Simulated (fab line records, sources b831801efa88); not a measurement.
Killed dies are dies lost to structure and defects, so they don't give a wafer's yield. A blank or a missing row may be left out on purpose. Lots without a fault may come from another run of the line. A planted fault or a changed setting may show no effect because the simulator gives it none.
fab line records | flow sky130
record lots=13 wafers=37 last_day=50
route steps=708 shown FIELD_ISO@15 PWDE@47 NWELL@63 PAD_OPEN@708
lots that met no fault: from a run of the same line without faults
start_h: hours from the record's first day to the start of the lot's first wafer shown | wait_h: hours since the lot's step before | " the same as in the row above | L1.1+2: a row that stands for several wafers | - no value, or no start given | * or withheld: withheld | < > ~ a bound
route shown NAME@n: a module of which the file shows steps, and the number in the route of the first | usual: mean/standard deviation of fault-free wafers | same: alike in all rows | chamber/n: place in a boat | sites: the reading at each site | _std_site: their standard deviation | _edge_site: outer sites' mean less inner sites' | radius_mm: how far each site lies from the wafer's centre | mask NAME#n: copy n | behind: the tool/chamber that last shaped the wafer | hold: why the lot was held/for how many hours/how that ended | device: the transistor (n, p or np) that didn't switch | end of line: the same wafers' tests at the end of the route | a step without rows: its recipe alone | killed: dies lost to structure and defects at the first sort, not the wafer's yield | map: a wafer's dies, x killed, . not, _ none there
set.NAME: the setting as run; set.NAME@STEP: as run at that earlier step | model.NAME: the simulator's own value behind a step, which no gauge read
steps of the route over a sample of lots; a table a step, a row a wafer
services: from which hour (start_h, from the record's first day; less than 0 if before it) a tool's chamber was out of use, for how many hours, and why
## steps
# step SKY_FIELD_ISO_ETCH_14
# recipe chemistry=N2/H2 target=BARC ion_energy_ev=200 source_w=500 bias_w=100 pressure_mtorr=30 n2_flow_sccm=100 h2_flow_sccm=200 stop_on=SiO2 time_s=45.9 target_depth_a=600
# usual bias_w=100.03/0.28 drypump_motor_current_A=5.8/0.41 h2_flow_sccm=200.0/0.67 oes_product_au=0.854/0.0049 throttle_valve_pct=13.225/0.0091
# columns lot.wafer tool chamber start_h wait_h bias_w drypump_motor_current_A h2_flow_sccm oes_product_au rf_hours_counter_h throttle_valve_pct
L913.1 rie_diel-03 0 29.23 0.1 99.85 5.8 200.4 0.852 6 13.235
L913.2 " 3 " " 100.01 5.9 201.0 0.845 151 13.216
L913.3 " 1 " " 99.97 5.6 200.2 0.854 5 13.222
L914.1 rie_diel-01 1 34.01 0.1 100.00 5.0 200.2 0.854 5 13.221
L914.2 " 0 " " 100.09 6.0 199.4 0.863 118 13.223
L914.6 " 0 " " 99.71 6.0 200.3 0.855 - 13.228
L915.2 rie_diel-01 3 39.63 0.1 100.00 6.1 199.8 0.850 98 13.213
L915.3 " 1 " " 100.02 5.0 200.1 0.849 6 13.221
L915.5 " 1 " " 100.11 5.0 200.9 0.848 - 13.223
L917.2 rie_diel-04 2 48.98 0.1 100.14 5.7 199.5 0.855 150 13.220
L917.4 " 0 " " 99.79 6.4 200.8 0.858 25 13.209
L917.6 " 2 " " 99.94 5.7 200.3 0.859 - 13.224
L918.2 rie_diel-03 1 55.98 0.1 99.87 5.6 200.2 0.852 5 13.224
L918.3 " 0 " " 100.34 5.8 199.4 0.853 7 13.218
L918.4 " 2 " " 100.08 5.4 199.4 0.855 1 13.226
L919.1 rie_diel-03 1 60.63 0.1 100.09 5.6 200.0 0.844 5 13.231
L919.2 " 0 " " 100.23 5.8 199.6 0.854 7 13.222
L919.4 " 3 " " 100.45 5.9 199.8 0.855 - 13.202
L920.1 rie_diel-01 3 66.98 0.1 99.67 6.1 200.0 0.857 99 13.236
L920.4 " 1 " " 100.18 5.0 200.9 0.851 6 13.224
L920.5 " 1 " " 99.93 5.0 200.5 0.856 - 13.236
L922.1 rie_diel-01 3 75.96 0.1 100.04 6.1 199.5 0.845 99 13.225
L922.4 " 1 " " 99.84 5.0 199.3 0.856 6 13.242
L922.5 " 3 " " 99.65 6.1 199.4 0.858 - 13.212
L927.4 rie_diel-04 0 100.23 0.0 100.03 6.4 199.2 0.861 26 13.226
L927.6 " 2 " " 100.04 5.7 200.7 0.862 - 13.207
L928.4 rie_diel-01 0 108.81 0.0 100.04 6.0 200.9 0.846 120 13.221
L928.5 " 1 " " 100.27 5.0 200.0 0.856 - 13.229
L929.1 rie_diel-04 3 114.33 0.1 100.26 6.6 199.3 0.858 75 13.219
L929.2 " 2 " " 100.12 5.7 199.4 0.852 151 13.226
L929.5 " 2 " " 100.61 5.8 198.5 0.859 - 13.211
L933.3 rie_diel-01 1 132.96 0.1 100.11 5.1 199.6 0.849 8 13.233
L933.5 " 0 " " 100.32 6.0 199.6 0.855 - 13.226
L933.6 " 3 " " 100.22 6.1 199.1 0.855 - 13.239
L936.2 rie_diel-04 0 147.36 0.1 99.60 6.4 199.6 0.855 27 13.228
L936.3 " 2 " " 99.86 5.7 200.2 0.849 152 13.222
L936.5 " 1 " " 99.37 6.2 198.6 0.853 - 13.218
# step SKY_PWDE_COAT_02
# recipe spin_rpm=2000 resist_thk_nm=3000
# columns lot.wafer tool chamber start_h wait_h
L913.1+2+3 litho_track-03 0 58.33 0.1
L914.1+2+6 litho_track-01 0 68.31 0.1
L915.2+3+5 litho_track-04 0 73.08 0.1
L917.2+4+6 litho_track-04 0 80.23 0.1
L918.2+3+4 litho_track-01 0 87.68 0.1
L919.1+2+4 litho_track-03 0 94.58 0.1
L920.1+4+5 litho_track-04 0 100.41 0.1
L922.1+4+5 litho_track-01 0 107.46 0.1
L927.4+6 litho_track-04 0 137.43 0.1
L928.4+5 litho_track-04 0 144.08 0.1
L929.1+2+5 litho_track-04 0 149.76 0.1
L933.3+5+6 litho_track-01 0 179.51 0.1
L936.2+3+5 litho_track-03 0 185.55 0.1
# step SKY_PWDE_STRIP_09
# recipe chemistry=O2/N2 power_w=1400 pressure_mtorr=1500 platen_temp_c=withheld o2_flow_sccm=3000 n2_flow_sccm=300 overash_fraction=0.5
# usual drypump_motor_current_A=5.7/0.51 oes_product_au=0.723/0.0046 strip_time_to_endpoint_s=36.92/0.099
# columns lot.wafer tool chamber start_h wait_h drypump_motor_current_A oes_product_au rf_hours_counter_h strip_time_to_endpoint_s
L913.1 plasma_asher-04 0 66.47 0.1 6.1 0.717 26 36.92
L913.2 " 1 " " 5.2 0.724 26 36.97
L913.3 " 1 " " 5.2 0.723 - 36.93
L914.1 plasma_asher-01 0 76.62 0.1 5.3 0.717 40 36.83
L914.2 " 1 " " 6.5 0.722 40 36.87
L914.6 " 1 " " 6.5 0.715 - 36.85
L915.2 plasma_asher-04 1 81.99 0.1 5.1 0.736 28 36.86
L915.3 " 0 " " 6.1 0.725 - 36.73
L915.5 " 0 " " 6.2 0.725 - 36.86
L917.2 plasma_asher-02 1 89.34 0.1 5.1 0.720 40 36.90
L917.4 " 1 " " 5.1 0.719 - 36.95
L917.6 " 1 " " 5.1 0.721 - 36.90
L918.2 plasma_asher-02 1 95.94 0.1 5.2 0.719 41 36.86
L918.3 " 0 " " 6.1 0.723 - 36.88
L918.4 " 1 " " 5.1 0.732 - 36.95
L919.1 plasma_asher-04 1 103.47 0.1 5.2 0.724 31 36.97
L919.2 " 0 " " 6.1 0.715 31 36.93
L919.4 " 1 " " 5.2 0.726 - 36.98
L920.1 plasma_asher-02 1 109.84 0.1 5.1 0.719 42 36.83
L920.4 " 0 " " 6.0 0.716 - 36.76
L920.5 " 1 " " 5.1 0.720 - 36.71
L922.1 plasma_asher-04 1 116.69 0.1 5.1 0.728 33 36.88
L922.4 " 0 " " 6.1 0.720 - 36.85
L922.5 " 1 " " 5.1 0.729 - 36.89
L927.4 plasma_asher-04 1 146.80 0.1 5.2 0.726 - 37.02
L927.6 " 1 " " 5.2 0.723 - 14.51
L928.4 plasma_asher-04 0 153.85 0.1 6.1 0.728 - 37.14
L928.5 " 1 " " 5.1 0.718 - 14.52
L929.1 plasma_asher-02 1 160.14 0.1 5.2 0.720 48 37.07
L929.2 " 0 " " 6.1 0.726 48 36.96
L929.5 " 0 " " 6.1 0.713 - 14.47
L933.3 plasma_asher-04 1 190.25 0.1 5.2 0.723 - 36.85
L933.5 " 0 " " 6.1 0.725 - 36.87
L933.6 " 1 " " 5.2 0.726 - 36.83
L936.2 plasma_asher-02 1 196.69 0.1 5.1 0.713 52 36.84
L936.3 " 0 " " 6.1 0.727 - 36.82
L936.5 " 0 " " 6.1 0.720 - 36.86
# step SKY_NWELL_OVL_MEAS_10
# usual NWELL_00_OVL=0.6/1.2
# columns lot.wafer tool chamber start_h wait_h NWELL_00_OVL[nm]
L913.1 overlay-01 - 81.98 - -1.4
L913.2 " - " " -1.2
L913.3 " - " " 0.1
L914.1 overlay-01 - 92.79 - 0.8
L914.2 " - " " 1.2
L914.6 " - " " -0.5
L915.2 overlay-02 - 99.15 - 0.7
L915.3 " - " " 0.6
L915.5 " - " " -0.2
L917.2 overlay-01 - 106.64 - -0.4
L917.4 " - " " -0.3
L917.6 " - " " 0.6
L918.2 overlay-02 - 113.14 - 1.4
L918.3 " - " " 1.1
L918.4 " - " " -0.2
L919.1 overlay-02 - 120.79 - -0.1
L919.2 " - " " 1.0
L919.4 " - " " 1.1
L920.1 overlay-01 - 128.46 - 1.8
L920.4 " - " " 1.9
L920.5 " - " " -0.1
L922.1 overlay-01 - 135.33 - 1.3
L922.4 " - " " -0.1
L922.5 " - " " 1.4
L927.4 overlay-01 - 166.56 - 0.8
L927.6 " - " " 2.5
L928.4 overlay-02 - 173.86 - 1.6
L928.5 " - " " 1.9
L929.1 overlay-02 - 180.68 - -0.7
L929.2 " - " " -0.5
L929.5 " - " " -0.1
L933.3 overlay-02 - 211.90 - 0.8
L933.5 " - " " 0.7
L933.6 " - " " -0.2
L936.2 overlay-01 - 218.36 - -1.0
L936.3 " - " " -1.7
L936.5 " - " " 0.6
# step SKY_NWELL_OVL_MEAS_23
# usual NWELL_01_OVL=-0.4/1.3
# columns lot.wafer tool chamber start_h wait_h NWELL_01_OVL[nm]
L913.1 overlay-01 - 99.49 - -1.2
L913.2 " - " " -1.7
L913.3 " - " " -0.1
L914.1 overlay-02 - 110.59 - 0.2
L914.2 " - " " -0.1
L914.6 " - " " -0.9
L915.2 overlay-01 - 117.24 - 1.0
L915.3 " - " " 2.8
L915.5 " - " " 1.9
L917.2 overlay-01 - 124.59 - 2.0
L917.4 " - " " 0.9
L917.6 " - " " 1.7
L918.2 overlay-01 - 131.99 - 0.9
L918.3 " - " " -2.2
L918.4 " - " " 0.1
L919.1 overlay-02 - 139.94 - 0.8
L919.2 " - " " -0.8
L919.4 " - " " -2.5
L920.1 overlay-02 - 147.23 - 0.4
L920.4 " - " " -1.9
L920.5 " - " " -1.3
L922.1 overlay-01 - 154.58 - -0.3
L922.4 " - " " -1.5
L922.5 " - " " -0.5
L927.4 overlay-02 - 187.56 - 0.0
L927.6 " - " " 0.0
L928.4 overlay-02 - 195.30 - -1.8
L928.5 " - " " 0.6
L929.1 overlay-01 - 202.16 - 0.5
L929.2 " - " " 1.0
L929.5 " - " " 0.8
L933.3 overlay-02 - 234.40 - -2.2
L933.5 " - " " 0.1
L933.6 " - " " -1.7
L936.2 overlay-02 - 241.66 - -2.4
L936.3 " - " " -2.4
L936.5 " - " " -0.4
# step SKY_PAD_OPEN_PROBE_99
# usual killed_at_M0_to_M3=43/7.2 killed_at_M4_up=3.3/1.8 killed_at_contacts=23/5.5 killed_at_front_end=16/5.1 killed_at_other=0.4/0.65 killed_dies=85/10 killed_on_rim=17/4.3 killed_open=46/7.1 killed_short=38/7.2
# same gross_dies=492 killed_at_back_side=0
# columns lot.wafer tool chamber start_h wait_h killed_at_M0_to_M3 killed_at_M4_up killed_at_contacts killed_at_front_end killed_at_other killed_dies killed_on_rim killed_open killed_short
L919.1 prober-01 - 1111.57 0.1 41 1 20 20 0 82 13 43 38
L919.2 prober-01 - 1111.62 0.1 56 2 23 19 0 100 24 52 48
L919.4 prober-01 - 1111.72 0.2 43 2 25 31 0 101 25 66 34
L927.4 prober-01 - 1155.94 0.2 44 1 38 11 1 95 22 54 41
L927.6 prober-01 - 1156.04 0.2 48 3 19 359 0 429 57 50 38
L928.4 prober-02 - 1157.58 0.2 50 1 36 8 0 95 14 55 39
L928.5 prober-02 - 1157.63 0.2 29 3 40 351 2 425 62 47 34
L929.1 prober-01 - 1165.53 0.1 41 1 30 7 0 79 14 47 32
L929.2 prober-01 - 1165.58 0.1 42 3 22 14 0 81 16 45 36
L929.5 prober-01 - 1165.73 0.2 47 2 27 355 0 431 66 42 44
# killed by level:class
L919.1 VIA1:geometric_particle:open=10 CONTACT:geometric_particle:open=7 VIA1:geometric_particle:short=7 FIELD_ISO:geometric_particle:open=5 POLY_GATE:geometric_particle:short=5 LI_CONTACT:geometric_particle:open=5 LOCAL_INTERCONNECT:geometric_particle:short=5 VIA3:geometric_particle:open=5
L919.2 VIA1:geometric_particle:open=10 METAL2:geometric_particle:short=10 CONTACT:geometric_particle:open=9 VIA3:geometric_particle:open=9 VIA2:geometric_particle:short=8 LOCAL_INTERCONNECT:geometric_particle:short=6 VIA2:geometric_particle:open=6 LI_CONTACT:geometric_particle:open=5
L919.4 VIA1:geometric_particle:open=11 VIA2:geometric_particle:open=10 CONTACT:geometric_particle:open=10 FIELD_ISO:geometric_particle:open=9 VIA3:geometric_particle:open=9 FIELD_ISO:geometric_particle:short=7 LI_CONTACT:geometric_particle:open=6 POLY_GATE:geometric_particle:open=6
L927.4 CONTACT:geometric_particle:open=17 VIA1:geometric_particle:open=11 LI_CONTACT:geometric_particle:open=9 VIA3:geometric_particle:open=7 FIELD_ISO:geometric_particle:short=5 LOCAL_INTERCONNECT:geometric_particle:short=5 VIA2:geometric_particle:open=5 CONTACT:geometric_particle:short=4
L927.6 PWDE:area_expose=341 VIA1:geometric_particle:open=17 METAL1:geometric_particle:short=7 METAL2:geometric_particle:short=7 VIA3:geometric_particle:open=7 CONTACT:geometric_particle:open=6 LI_CONTACT:geometric_particle:open=5 VIA1:geometric_particle:short=5
L928.4 CONTACT:geometric_particle:open=16 VIA1:geometric_particle:open=11 VIA3:geometric_particle:open=9 CONTACT:geometric_particle:short=8 LI_CONTACT:geometric_particle:open=5 VIA2:geometric_particle:open=5 METAL1:geometric_particle:short=5 METAL2:geometric_particle:short=5
L928.5 PWDE:area_expose=344 CONTACT:geometric_particle:open=14 LI_CONTACT:geometric_particle:open=10 CONTACT:geometric_particle:short=7 LI_CONTACT:geometric_particle:short=6 METAL1:geometric_particle:short=6 VIA1:geometric_particle:open=6 VIA3:geometric_particle:open=5
L929.1 VIA1:geometric_particle:open=16 CONTACT:geometric_particle:open=11 LI_CONTACT:geometric_particle:open=10 METAL1:geometric_particle:short=6 CONTACT:geometric_particle:short=5 LI_CONTACT:geometric_particle:short=4 METAL2:geometric_particle:short=4 VIA1:geometric_particle:short=3
L929.2 LI_CONTACT:geometric_particle:open=8 VIA1:geometric_particle:open=8 CONTACT:geometric_particle:open=6 FIELD_ISO:geometric_particle:open=5 CONTACT:geometric_particle:short=5 METAL1:geometric_particle:short=5 VIA1:geometric_particle:short=5 VIA2:geometric_particle:open=5
L929.5 PWDE:area_expose=345 CONTACT:geometric_particle:open=9 CONTACT:geometric_particle:short=7 VIA1:geometric_particle:short=7 VIA1:geometric_particle:open=7 METAL2:geometric_particle:short=7 VIA2:geometric_particle:open=6 LI_CONTACT:geometric_particle:open=5
## services
# columns tool chamber start_h hours kind
rie_diel-01 1 8.30 13.2 repair
rie_diel-03 2 14.95 - clean
rie_diel-03 2 14.95 18.9 scheduled_down
rie_diel-03 2 14.95 18.9 vent_cycle
rie_diel-01 0 23.16 1.4 repair
rie_diel-03 1 32.36 12.0 repair
rie_diel-03 2 56.85 5.8 repair
plasma_asher-02 - 64.14 14.6 pm
rie_diel-04 1 74.81 16.6 repair
rie_diel-04 2 78.87 5.4 repair
rie_diel-03 - 81.08 2.4 repair
plasma_asher-01 - 85.26 33.3 repair
rie_diel-03 2 103.96 9.0 repair
rie_diel-04 2 148.00 7.7 repair
rie_diel-04 2 161.36 - clean
rie_diel-04 2 161.36 13.8 scheduled_down
rie_diel-04 2 161.36 13.8 vent_cycle
rie_diel-03 3 164.86 - clean
rie_diel-03 3 164.86 24.4 scheduled_down
rie_diel-03 3 164.86 24.4 vent_cycle
rie_diel-01 3 173.42 5.1 repair
plasma_asher-04 - 186.13 0.6 repair
plasma_asher-04 - 192.27 1.3 repair
rie_diel-01 - 194.12 0.8 repair
## key
first_sign step=SKY_PWDE_STRIP_09 reading=strip_time_to_endpoint_s direction=down sigmas=99+ usual=* struck=*
effect step=SKY_PAD_OPEN_PROBE_99 reading=killed_at_front_end direction=up sigmas=66 usual=16 struck=355
more_kills_born_at SKY_PWDE_EXPOSE_04@iline_stepper-01=689 SKY_PWDE_EXPOSE_04@iline_stepper-02=341
met_at SKY_PWDE_COAT_02
struck_lots L927,L928,L929
struck_wafers L927.6,L928.5,L929.5
tester_left_out L927,L928,L929
not_acting_at SKY_FIELD_ISO_ETCH_14,SKY_NWELL_OVL_MEAS_10,SKY_NWELL_OVL_MEAS_23
onset_between 100.41 137.43
fault kind=process_parameter_drift tool=litho_track-04 chamber=- onset_h=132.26 steps=SKY_PWDE_COAT_02 channel=resist_thk_nm offset=-1917.2 shape=step end_h=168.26 scope=struck_wafers_only acts_in=these_recipes_only stated=3000
# tester_left_out: of these lots the tester's yield and bins aren't shown, on N5 and GAA mostly nor the transistor test; their killed dies are dies lost to structure and defects alone, not to doping, threshold or leakage, so they don't give the yield
